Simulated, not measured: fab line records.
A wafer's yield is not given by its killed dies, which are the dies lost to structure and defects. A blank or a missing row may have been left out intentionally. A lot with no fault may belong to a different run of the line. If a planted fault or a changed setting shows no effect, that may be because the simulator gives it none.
Which tool is to blame? -- flow sky130 -- Sampling: 11 lots, 33 wafers, 6 of 708 route steps

== WHAT THE GAUGES SHOWED, per wafer ==
SKY_POLY_GATE_CD_MEAS_13: the cd target is 150 nm.
lot,measured,on,cd-nm (nm)
L920,day 17 13:47,cd-sem-02,151.5 148.8 150.0
L923,day 18 08:19,cd-sem-01,149.7 150.1 149.1
L924,day 18 17:34,cd-sem-02,149.1 149.1 149.7
L925,day 18 21:24,cd-sem-02,149.1 150.2 148.0
L926,day 19 06:05,cd-sem-02,147.3 148.4 147.8
L927,day 19 10:02,cd-sem-01,147.8 148.1 148.3
L933,day 21 15:37,cd-sem-01,148.2 149.0 148.9
L934,day 22 10:04,cd-sem-02,150.2 150.4 150.0
L937,day 23 04:04,cd-sem-01,150.0 151.1 149.7
L938,day 23 14:29,cd-sem-01,148.0 149.1 149.9
L941,day 24 14:29,cd-sem-01,150.3 148.7 149.2

SKY_LDD_N_OVL_MEAS_07.
lot,measured,on,LDD_N_OVL (nm)
L920,day 18 23:02,overlay-02,0.5 0.7 -0.1
L923,day 19 18:14,overlay-02,-1.0 -1.5 0.2
L924,day 20 04:35,overlay-02,-2.6 -0.7 -0.7
L925,day 20 06:44,overlay-01,-1.1 -2.4 -0.6
L926,day 20 14:44,overlay-01,-1.1 0.2 -0.3
L927,day 20 20:32,overlay-02,-0.8 0.0 -1.7
L933,day 23 00:24,overlay-02,-0.2 1.0 1.3
L934,day 23 17:53,overlay-01,-1.0 -2.2 -2.1
L937,day 24 12:22,overlay-01,-1.1 -4.0 -1.5
L938,day 24 23:22,overlay-01,-0.9 -3.5 -1.4
L941,day 25 22:10,overlay-02,-1.4 -1.3 0.2

SKY_LDD_N_TW_MEAS_17.
lot,measured,on,LDD_N_TW
L920,day 19 00:23,film-metro-03,2592 2588 2570
L923,day 19 19:35,film-metro-02,2579 2568 2580
L924,day 20 05:56,film-metro-01,2613 2605 2623
L925,day 20 08:04,film-metro-03,2592 2599 2596
L926,day 20 16:23,film-metro-02,2657 2650 2674
L927,day 20 22:11,film-metro-01,2705 2720 2712
L933,day 23 02:03,film-metro-03,2692 2707 2688
L934,day 23 19:14,film-metro-01,2628 2624 2621
L937,day 24 13:43,film-metro-03,2576 2572 2584
L938,day 25 00:42,film-metro-03,2553 2557 2566
L941,day 25 23:31,film-metro-01,2625 2622 2627

== TOOL THAT RAN EACH LOT (tool first, then ch and the chambers of the sampled wafers, then the start) ==
lot,SKY_POLY_GATE_ETCH_16,SKY_LDD_N_IMPLANT_08,SKY_LDD_N_STRIP_16
L920,"rie-diel-04 ch 0,2, day 17 13:58","implanter-03 ch 0, day 18 23:07","plasma-asher-02 ch 0,1, day 19 00:17"
L923,"rie-diel-02 ch 1,3, day 18 08:34","implanter-03 ch 0, day 19 18:17","plasma-asher-02 ch 0, day 19 19:29"
L924,"rie-diel-04 ch 2,3, day 18 17:46","implanter-04 ch 0, day 20 04:40","plasma-asher-01 ch 0,1, day 20 05:50"
L925,"rie-diel-04 ch 0,3, day 18 21:37","implanter-04 ch 0, day 20 06:47","plasma-asher-01 ch 1, day 20 07:58"
L926,"rie-diel-04 ch 0,2, day 19 06:19","implanter-04 ch 0, day 20 14:47","plasma-asher-01 ch 0,1, day 20 16:17"
L927,"rie-diel-03 ch 1,2,3, day 19 10:16","implanter-03 ch 0, day 20 20:35","plasma-asher-02 ch 0,1, day 20 22:04"
L933,"rie-diel-02 ch 0,3, day 21 15:49","implanter-02 ch 0, day 23 00:27","plasma-asher-02 ch 0,1, day 23 01:56"
L934,"rie-diel-02 ch 0,2, day 22 10:16","implanter-03 ch 0, day 23 17:58","plasma-asher-02 ch 0,1, day 23 19:08"
L937,"rie-diel-03 ch 1,2,3, day 23 04:19","implanter-03 ch 0, day 24 12:25","plasma-asher-04 ch 0,1, day 24 13:37"
L938,"rie-diel-04 ch 0,1,3, day 23 14:43","implanter-04 ch 0, day 24 23:24","plasma-asher-04 ch 0,1, day 25 00:36"
L941,"rie-diel-04 ch 1,2, day 24 14:43","implanter-03 ch 0, day 25 22:14","plasma-asher-01 ch 0,1, day 25 23:24"
- SKY_POLY_GATE_ETCH_16: etches Si3N4 in CH3F/O2, stops on poly-Si, time 147.5 s, target depth 75 nm.
- SKY_LDD_N_IMPLANT_08
- SKY_LDD_N_STRIP_16: strips in O2/N2.

== WHAT THE TOOLS THEMSELVES READ (means of the sampled wafers that have a number; where no wafer has one, the mark that the record gives instead) ==
SKY_POLY_GATE_ETCH_16.
lot,tool,O2_flow_sccm (sccm),ch3f-flow-sccm (sccm),chamber-pressure-mTorr (mTorr),drypump-motor-current-A (A),oes-product-au (a.u.),rf-fwd-power-W (W),throttle-valve-pct (%)
L920,rie-diel-04,30.04,39.99,25.038,6.4,0.636,398.5,10.529
L923,rie-diel-02,29.98,40.10,25.003,5.5,0.639,397.4,10.537
L924,rie-diel-04,30.01,40.07,25.017,5.4,0.644,398.2,10.532
L925,rie-diel-04,30.01,39.98,24.988,6.2,0.637,398.8,10.535
L926,rie-diel-04,30.01,40.00,24.998,6.4,0.644,399.0,10.531
L927,rie-diel-03,29.97,39.85,25.013,5.7,0.642,399.0,10.549
L933,rie-diel-02,30.14,39.86,25.008,5.9,0.639,398.0,10.533
L934,rie-diel-02,29.94,40.03,25.016,5.9,0.643,398.3,10.535
L937,rie-diel-03,30.05,39.98,24.991,5.7,0.645,397.8,10.528
L938,rie-diel-04,30.05,40.00,24.999,5.7,0.637,399.0,10.525
L941,rie-diel-04,30.03,39.94,25.004,5.5,0.637,397.6,10.545

SKY_LDD_N_IMPLANT_08.
lot,tool,beam-energy-keV
L920,implanter-03,19.998
L923,implanter-03,19.998
L924,implanter-04,20.000
L925,implanter-04,20.000
L926,implanter-04,20.000
L927,implanter-03,19.994
L933,implanter-02,19.998
L934,implanter-03,19.991
L937,implanter-03,20.009
L938,implanter-04,20.004
L941,implanter-03,19.995

SKY_LDD_N_STRIP_16.
lot,tool,chamber-pressure-mTorr (mTorr),drypump-motor-current-A (A),oes-product-au (a.u.),strip-time-to-endpoint-s (s)
L920,plasma-asher-02,1500.1,5.50,0.412,4.326
L923,plasma-asher-02,1499.3,5.35,0.409,4.318
L924,plasma-asher-01,1501.0,5.78,0.409,4.316
L925,plasma-asher-01,1498.9,5.95,0.414,4.336
L926,plasma-asher-01,1499.8,5.62,0.408,4.531
L927,plasma-asher-02,1499.7,5.52,0.405,4.545
L933,plasma-asher-02,1500.0,5.43,0.405,4.537
L934,plasma-asher-02,1498.0,5.51,0.407,4.304
L937,plasma-asher-04,1500.3,5.58,0.400,4.316
L938,plasma-asher-04,1498.8,5.58,0.406,4.301
L941,plasma-asher-01,1500.6,5.59,0.410,4.306

== THE ANSWER, worked out from the rows above alone ==
Rule: what is usual is taken from the lots themselves. Put in order of their means at a reading, lots are off if they are a third of the lots or fewer, leave a main group of 4 or more, and stand apart from it by a gap of 3 or more times the standard deviation of the main group's means; of several such gaps the widest counts. If all means in a main group match to the digits the tables above print for the reading, that group is not used. A lot without any number at a reading at which 4 lots or more have one is off too. The other lots that the step has rows for count as sound. The gauges are gone through in route order, then the tools' own readings, and for those a lot's mean is taken as printed above. The first step at which some lot is off is used, and at that step the reading that is off furthest; a lot without a number counts as furthest.
Off: L926, L927, L933 (SKY_LDD_N_STRIP_16, strip-time-to-endpoint-s). For the main group the mean is 4.315 s and the standard deviation 0.011.
A tool fits if, at that step or a process step before it, it ran every lot that is off, and no sound lot after the first of them. No candidate that was tried fits.

== WHAT THE SIMULATOR PUT IN ==
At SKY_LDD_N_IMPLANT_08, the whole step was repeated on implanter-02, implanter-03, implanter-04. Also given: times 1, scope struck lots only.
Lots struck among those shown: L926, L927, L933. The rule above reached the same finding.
